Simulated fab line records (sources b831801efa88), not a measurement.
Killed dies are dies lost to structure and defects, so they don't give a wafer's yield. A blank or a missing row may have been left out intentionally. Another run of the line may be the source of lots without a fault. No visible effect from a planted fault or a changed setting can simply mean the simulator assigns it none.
Matching of chambers || flow sky130 || pecvd-01 running SKY_PASSIVATION_CVD_02: 3 sister chambers
The step deposits Si3N4, target thk 540 nm. 14 wafers are shown with their chamber, then 7 later ones without.

EACH WAFER AND ITS CHAMBER
{"wafer": "L135.2", "chamber": 2, "heater power outer w (W)": 464, "heater power w (W)": 756, "rf fwd power W (W)": 448.0}
{"wafer": "L135.4", "chamber": 2, "heater power outer w (W)": 468, "heater power w (W)": 760, "rf fwd power W (W)": 449.6}
{"wafer": "L135.6", "chamber": 0, "heater power outer w (W)": 353, "heater power w (W)": 641, "rf fwd power W (W)": 446.9}
{"wafer": "L138.2", "chamber": 0, "heater power outer w (W)": 396, "heater power w (W)": 670, "rf fwd power W (W)": 450.4}
{"wafer": "L138.3", "chamber": 1, "heater power outer w (W)": 475, "heater power w (W)": 768, "rf fwd power W (W)": 449.9}
{"wafer": "L138.6", "chamber": 0, "heater power outer w (W)": 394, "heater power w (W)": 686, "rf fwd power W (W)": 449.9}
{"wafer": "L139.1", "chamber": 1, "heater power outer w (W)": 441, "heater power w (W)": 708, "rf fwd power W (W)": 449.7}
{"wafer": "L139.5", "chamber": 0, "heater power outer w (W)": 388, "heater power w (W)": 665, "rf fwd power W (W)": 448.8}
{"wafer": "L139.6", "chamber": 1, "heater power outer w (W)": 458, "heater power w (W)": 747, "rf fwd power W (W)": 450.3}
{"wafer": "L140.1", "chamber": 0, "heater power outer w (W)": 309, "heater power w (W)": 589, "rf fwd power W (W)": 449.7}
{"wafer": "L140.2", "chamber": 2, "heater power outer w (W)": 423, "heater power w (W)": 690, "rf fwd power W (W)": 450.6}
{"wafer": "L140.3", "chamber": 1, "heater power outer w (W)": 462, "heater power w (W)": 758, "rf fwd power W (W)": 448.5}
{"wafer": "L144.1", "chamber": 0, "heater power outer w (W)": 393, "heater power w (W)": 701, "rf fwd power W (W)": 449.1}
{"wafer": "L144.4", "chamber": 2, "heater power outer w (W)": 476, "heater power w (W)": 753, "rf fwd power W (W)": 448.5}

SIGNATURES, as means of the wafers listed above
{"reading": "heater power outer w", "chamber 0": 372.17, "chamber 1": 459.00, "chamber 2": 457.75, "scatter within a chamber": 27.6}
{"reading": "heater power w", "chamber 0": 658.67, "chamber 1": 745.25, "chamber 2": 739.75, "scatter within a chamber": 34.7}
{"reading": "rf fwd power W", "chamber 0": 449.133, "chamber 1": 449.600, "chamber 2": 449.175, "scatter within a chamber": 1.11}
Rule: for a wafer and a chamber, the distance is found by dividing, reading by reading, the gap between the wafer's reading and the chamber's mean by the reading's scatter, squaring, summing and taking the root. The wafer belongs to the nearest chamber; if the next one is less than 2 further off, it can't be placed. The scatter: take each reading less its chamber's mean, square it, sum over the shown wafers, divide by the number of wafers less the number of chambers, and take the root.

WAFERS WITHOUT THEIR CHAMBER
{"wafer": "L144.5", "heater power outer w (W)": 407, "heater power w (W)": 679, "rf fwd power W (W)": 446.4}
{"wafer": "L147.2", "heater power outer w (W)": 358, "heater power w (W)": 634, "rf fwd power W (W)": 449.8}
{"wafer": "L147.5", "heater power outer w (W)": 508, "heater power w (W)": 809, "rf fwd power W (W)": 449.5}
{"wafer": "L147.6", "heater power outer w (W)": 365, "heater power w (W)": 657, "rf fwd power W (W)": 448.8}
{"wafer": "L150.4", "heater power outer w (W)": 433, "heater power w (W)": 721, "rf fwd power W (W)": 448.3}
{"wafer": "L150.5", "heater power outer w (W)": 502, "heater power w (W)": 798, "rf fwd power W (W)": 450.4}
{"wafer": "L150.6", "heater power outer w (W)": 385, "heater power w (W)": 665, "rf fwd power W (W)": 449.3}

THE CHAMBER EACH PASSED THROUGH
{"wafer": "L144.5", "from the rows above": "can't be placed: 0 or 2 or 1", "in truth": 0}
{"wafer": "L147.2", "from the rows above": 0, "in truth": 0}
{"wafer": "L147.5", "from the rows above": "can't be placed: 1 or 2", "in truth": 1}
{"wafer": "L147.6", "from the rows above": 0, "in truth": 0}
{"wafer": "L150.4", "from the rows above": "can't be placed: 2 or 1 or 0", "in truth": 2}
{"wafer": "L150.5", "from the rows above": "can't be placed: 1 or 2", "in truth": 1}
{"wafer": "L150.6", "from the rows above": 0, "in truth": 0}
Correctly placed: 3 of 7. Unplaceable from these rows: 4, with the true chamber sitting among the candidates in 4. Wrongly placed: 0.
